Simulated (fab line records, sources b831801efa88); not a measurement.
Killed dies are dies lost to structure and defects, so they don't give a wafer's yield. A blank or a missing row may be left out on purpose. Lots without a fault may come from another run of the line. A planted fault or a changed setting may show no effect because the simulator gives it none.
Chamber matching | flow sky130 | SKY_VIA1_CMP_02 on cmp-01: 4 sister chambers
The step polishes SiO2. 20 wafers are shown with their chamber, then 10 later ones without.

WAFERS WITH THEIR CHAMBER
wafer  | chamber | motor_current_A (A)
L075.1 | 0       | 11.4
L075.4 | 1       | 9.7
L075.6 | 1       | 9.7
L080.2 | 0       | 10.9
L080.4 | 1       | 10.0
L080.5 | 1       | 10.0
L085.1 | 1       | 9.2
L085.4 | 2       | 12.4
L085.6 | 1       | 9.3
L086.1 | 1       | 9.5
L086.4 | 2       | 13.0
L086.5 | 1       | 9.5
L087.2 | 0       | 10.6
L087.4 | 2       | 12.9
L087.6 | 0       | 10.6
L089.1 | 3       | 10.6
L089.3 | 1       | 9.4
L089.5 | 0       | 10.9
L090.3 | 0       | 10.9
L090.5 | 0       | 10.5

SIGNATURES (means of the wafers above)
reading         | chamber 0 | chamber 1 | chamber 2 | chamber 3 | scatter within a chamber
motor_current_A | 10.829    | 9.589     | 12.767    | 10.600    | 0.297
Rule: a wafer's distance from a chamber is the root of the sum, over the readings, of the square of ((its reading less the chamber's mean) divided by the reading's scatter). The wafer belongs to the nearest chamber; if the next one is less than 2 further off, it can't be placed. The scatter: the root of (the sum of the squares of (reading less its chamber's mean) over the shown wafers, divided by (wafers less chambers)).

WAFERS WITHOUT THEIR CHAMBER
wafer  | motor_current_A (A)
L090.6 | 11.2
L091.3 | 9.3
L091.5 | 11.5
L091.6 | 10.8
L092.2 | 9.6
L092.3 | 11.0
L092.6 | 9.2
L097.1 | 11.9
L097.2 | 13.1
L097.3 | 11.1

WHICH CHAMBER EACH WENT THROUGH
wafer  | from the rows above          | in truth
L090.6 | can't be placed: 0 or 3      | 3
L091.3 | 1                            | 1
L091.5 | can't be placed: 0 or 3      | 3
L091.6 | can't be placed: 0 or 3      | 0
L092.2 | 1                            | 1
L092.3 | can't be placed: 0 or 3      | 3
L092.6 | 1                            | 1
L097.1 | can't be placed: 2 or 0 or 3 | 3
L097.2 | 2                            | 2
L097.3 | can't be placed: 0 or 3      | 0
Placed correctly: 4 of 10. Can't be placed from these rows: 6 (the true chamber is among the candidates in 6). Placed wrongly: 0.
